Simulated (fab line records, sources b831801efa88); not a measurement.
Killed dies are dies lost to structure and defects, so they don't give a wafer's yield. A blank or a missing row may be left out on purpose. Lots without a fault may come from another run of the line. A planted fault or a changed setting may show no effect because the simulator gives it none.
A struck lot beside a sound one | flow sky130 | 15 steps out of a route of 708
Sound: wafers L606.1, L606.4, L606.6. Struck: wafers L609.2, L609.3, L609.6. The cause comes at the end.
At each step with rows: each side's tool, then ch and its chambers, then its first start. Under that, the readings that differ: sound wafers | struck wafers | difference of the means | sigmas: that difference in standard deviations of wafers without a fault.
alike: readings whose means differ by less than 2 such deviations, and words and numbers that are the same on both sides. not compared: withheld readings, readings that some wafer has no value for, bounds like >300 that may hide the same value, and numbers for which the record gives no deviation and whose values overlap.
The two part at a step that has a row with sigmas, a row that says differs or no value, or rows on one side only. Numbers that don't overlap but have no deviation are shown without sigmas and don't part them. A reading that every wafer of one side lacks parts them only if that side has two wafers or more.

first, 7 steps without rows for these wafers: SKY_METAL4_HMDS_06 (prime time 60 s); SKY_METAL4_COAT_07 (resist thk 60 nm); SKY_METAL4_COAT_08 (resist thk 1140 nm); SKY_METAL4_SOFTBAKE_09 (time 90 s); SKY_METAL4_EXPOSE_10 (exposes mask MM4, target cd 300 nm); SKY_METAL4_PEB_11; SKY_METAL4_DEVELOP_12 (develop time 60 s).
SKY_METAL4_CD_MEAS_13: target cd 300 nm.
  sound on cd_sem-01, day 42 05:25; struck on cd_sem-01, day 42 13:29
  alike: cd_nm
SKY_METAL4_OVL_MEAS_14:
  sound on overlay-02, day 42 05:32; struck on overlay-02, day 42 13:35
  alike: METAL4_OVL
SKY_METAL4_DESCUM_15: chemistry O2, time 8 s.
  sound on rie_metal-02 ch 0,1, day 42 05:35; struck on rie_metal-04 ch 0,1, day 42 13:37
  alike: drypump_motor_current_A, oes_product_au
  not compared: rf_hours_counter_h
SKY_METAL4_ETCH_16: etches BARC in N2/H2, stops on SiO2, time 88.2 s, target depth 60 nm.
  sound on rie_metal-02 ch 0,1, day 42 05:37; struck on rie_metal-04 ch 0,1, day 42 13:40
  alike: bias_w, chamber_pressure_mTorr, drypump_motor_current_A, oes_product_au, throttle_valve_pct
  not compared: rf_hours_counter_h
SKY_METAL4_ETCH_17: etches SiO2 in C4F8/O2/Ar, stops on TiN, time 3.9 s, target depth 15 nm.
  sound on rie_diel-03 ch 0,2,3, day 42 05:43; struck on rie_diel-04 ch 0,2,3, day 42 13:46
  alike: bias_w, chamber_pressure_mTorr, oes_product_au
  not compared: rf_hours_counter_h
SKY_METAL4_METAL_ETCH_18: etches the open film in Cl2/BCl3, stops on SiO2, target depth 845 nm, time 183.1 s.
  sound on rie_metal-04 ch 0,1, day 42 05:43; struck on rie_metal-02 ch 1, day 42 13:46
  no value came back on the struck wafers for any of 6 readings (bcl3_flow_sccm (sccm), bias_w (W) and others); on the sound wafers bcl3_flow_sccm (sccm) reads 30.05 29.92 29.82
  reading                                       | sound             | struck            | difference | sigmas
  model.KrF-thick_of_METAL4_COAT_08.thk_nm (nm) | 528.2 526.6 531.9 | 1077 1074 1073    | +546       |
  model.SiO2_of_VIA3_HDPCVD_00.thk_nm (nm)      | 437 434.5 434.9   | 461.5 461.3 461.4 | +25.9      |
  not compared: rf_hours_counter_h
SKY_METAL4_STRIP_19: strips in O2/N2.
  sound on plasma_asher-03 ch 0,1, day 42 05:54; struck on plasma_asher-03 ch 0,1, day 42 13:57
  reading                      | sound             | struck            | difference | sigmas
  oes_product_au (a.u.)        | 0.499 0.502 0.509 | 0.712 0.710 0.708 | +0.207     | +38
  strip_time_to_endpoint_s (s) | 6.54 6.53 6.59    | 11.87 11.83 11.80 | +5.28      | +88
  alike: drypump_motor_current_A
  not compared: rf_hours_counter_h
then, 1 step without rows for these wafers: SKY_METAL4_STRIP_20 (strips in post etch residue remover, time 1200 s).

WHERE THEY PART
First at SKY_METAL4_METAL_ETCH_18; last, within this record, at SKY_METAL4_STRIP_19.

WHY: what the simulator had put in
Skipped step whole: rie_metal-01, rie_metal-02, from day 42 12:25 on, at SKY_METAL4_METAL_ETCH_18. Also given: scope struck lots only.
